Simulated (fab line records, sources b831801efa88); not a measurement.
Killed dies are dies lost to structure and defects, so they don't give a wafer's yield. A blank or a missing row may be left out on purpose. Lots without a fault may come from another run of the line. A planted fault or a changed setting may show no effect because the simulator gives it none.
A struck lot beside a sound one | flow sky130 | 28 steps out of a route of 708
Sound: wafers L861.1, L861.3, L861.6. Struck: wafers L871.2, L871.3, L871.6. The cause comes at the end.
At each step with rows: each side's tool, then ch and its chambers, then its first start. Under that, the readings that differ: sound wafers | struck wafers | difference of the means | sigmas: that difference in standard deviations of wafers without a fault.
alike: readings whose means differ by less than 2 such deviations, and words and numbers that are the same on both sides. not compared: withheld readings, readings that some wafer has no value for, bounds like >300 that may hide the same value, and numbers for which the record gives no deviation and whose values overlap.
The two part at a step that has a row with sigmas, a row that says differs or no value, or rows on one side only. Numbers that don't overlap but have no deviation are shown without sigmas and don't part them. A reading that every wafer of one side lacks parts them only if that side has two wafers or more.

first, 1 step without rows for these wafers: SKY_VIA4_ETCH_12 (etches SiO2 in C4F8/O2/Ar, stops on TiN, target depth 580 nm).
SKY_VIA4_STRIP_13: strips in O2/N2.
  sound on plasma_asher-04 ch 0,1, day 44 07:51; struck on plasma_asher-04 ch 1, day 46 15:43
  alike: drypump_motor_current_A, oes_product_au, strip_time_to_endpoint_s
  not compared: rf_hours_counter_h
then, 3 steps without rows for these wafers: SKY_VIA4_STRIP_14 (strips in post etch residue remover, time 1200 s); SKY_VIA4_CLEAN_15 (cleans in IPA, time 180 s); SKY_VIA4_CLEAN_16 (cleans in O3/DIW).
SKY_VIA4_SPUTTER_17: material TiN, target thk 20 nm, time 80 s.
  sound on pvd_sputter-03, day 44 08:29; struck on pvd_sputter-01, day 46 16:19
  alike: throttle_valve_pct
SKY_VIA4_CVD_18: deposits W, target thk 505 nm, time 152.14 s.
  sound on cvd_w-02 ch 0,1, day 44 08:33; struck on cvd_w-02 ch 0,1, day 46 16:23
  alike: heater_power_w
SKY_VIA4_RS_MEAS_19: measures by four-point-probe.
  sound on film_metro-04, day 44 08:42; struck on film_metro-01, day 46 16:33
  alike: VIA4_W_RS
SKY_VIA4_THK_MEAS_20: measures by xrf.
  sound on film_metro-04, day 44 08:49; struck on film_metro-01, day 46 16:40
  alike: VIA4_W_THK
SKY_VIA4_CMP_21: polishes, stops on SiO2, t overpolish 25 s, target thk 0 nm.
  sound on cmp-02 ch 0,2, day 44 08:56; struck on cmp-02 ch 0,2,3, day 46 16:49
  alike: motor_current_A, overpolish_run_s, platen_rpm, time_to_endpoint_s
then, 2 steps without rows for these wafers: SKY_METAL5_SPUTTER_00 (material Ti, target thk 15 nm, time 10 s); SKY_METAL5_SPUTTER_01 (material TiN, target thk 20 nm, time 16.7 s).
SKY_METAL5_SPUTTER_02: material AlCu, target thk 1150 nm, time 61.2 s.
  sound on pvd_sputter-02, day 44 09:14; struck on pvd_sputter-04, day 46 17:04
  alike: throttle_valve_pct
then, 2 steps without rows for these wafers: SKY_METAL5_SPUTTER_03 (material Ti, target thk 5 nm, time 3.3 s); SKY_METAL5_SPUTTER_04 (material TiN, target thk 70 nm, time 58.3 s).
SKY_METAL5_RS_MEAS_05: measures by four-point-probe.
  sound on film_metro-04, day 44 09:20; struck on film_metro-04, day 46 17:11
  reading                 | sound                | struck               | difference | sigmas
  METAL5_ALCU_RS (ohm/sq) | 0.0272 0.0274 0.0270 | 0.0303 0.0317 0.0316 | +0.0040    | +12
SKY_METAL5_THK_MEAS_06: measures by xrf.
  sound on film_metro-04, day 44 09:28; struck on film_metro-04, day 46 17:18
  reading              | sound          | struck         | difference | sigmas
  METAL5_ALCU_THK (nm) | 1175 1173 1183 | 1069 1027 1031 | -135       | -8
then, 7 steps without rows for these wafers: SKY_METAL5_DEHYDRATE_07 (time 60 s); SKY_METAL5_HMDS_08 (prime time 60 s); SKY_METAL5_COAT_09 (resist thk 1800 nm); SKY_METAL5_SOFTBAKE_10 (time 60 s); SKY_METAL5_EXPOSE_11 (exposes mask MM5, target cd 1600 nm); SKY_METAL5_PEB_12; SKY_METAL5_DEVELOP_13 (develop time 60 s).
SKY_METAL5_DESCUM_14: chemistry O2, time 11 s.
  sound on rie_metal-03 ch 0, day 45 07:17; struck on rie_metal-03 ch 0,1, day 47 13:01
  alike: drypump_motor_current_A, oes_product_au, temp_c
  not compared: rf_hours_counter_h
SKY_METAL5_METAL_ETCH_15: etches the open film in Cl2/BCl3, stops on SiO2, target depth 1260 nm, time 252 s.
  sound on rie_metal-03 ch 0, day 45 07:20; struck on rie_metal-03 ch 0,1, day 47 13:03
  reading               | sound             | struck            | difference | sigmas
  oes_product_au (a.u.) | 0.894 0.895 0.891 | 0.835 0.833 0.830 | -0.061     | -12
  alike: drypump_motor_current_A, mfc_cl2_sccm, throttle_valve_pct
  not compared: rf_hours_counter_h
then, 1 step without rows for these wafers: SKY_METAL5_STRIP_16 (strips in O2/N2).
SKY_PAD_OPEN_PROBE_99:
  sound on prober-01, day 47 04:57; struck on prober-01, day 49 05:33
  reading                                    | sound                          | struck                     | difference | sigmas
  killed_at_M0_to_M3                         | 59 47 53                       | 118 50 43                  | +17        | +2
  sort_bin_5_function (%)                    | 10.4 8.5 11.8                  | 24.0 12.2 9.1              | +4.9       | +3
  model.etest.via2_chain.rc_ohm              | 10.13 10.39 9.597              | 14.04 12.01 12.82          | +2.92      |
  model.etest.met5.rs_ohm_sq_rim_less_centre | 0.0007515 -0.0001253 0.0003654 | 0.008523 0.009255 0.008835 | +0.008540  |
  alike: defect_limited_yield, killed_at_M4_up, killed_at_contacts, killed_at_front_end, killed_at_other, killed_dies, killed_open, killed_short, sort_bin_3_pad_short, sort_bin_6_memory, sort_n_pass, sort_yield_pct

WHERE THEY PART
First at SKY_METAL5_RS_MEAS_05; last, within this record, at SKY_PAD_OPEN_PROBE_99.

WHY: what the simulator had put in
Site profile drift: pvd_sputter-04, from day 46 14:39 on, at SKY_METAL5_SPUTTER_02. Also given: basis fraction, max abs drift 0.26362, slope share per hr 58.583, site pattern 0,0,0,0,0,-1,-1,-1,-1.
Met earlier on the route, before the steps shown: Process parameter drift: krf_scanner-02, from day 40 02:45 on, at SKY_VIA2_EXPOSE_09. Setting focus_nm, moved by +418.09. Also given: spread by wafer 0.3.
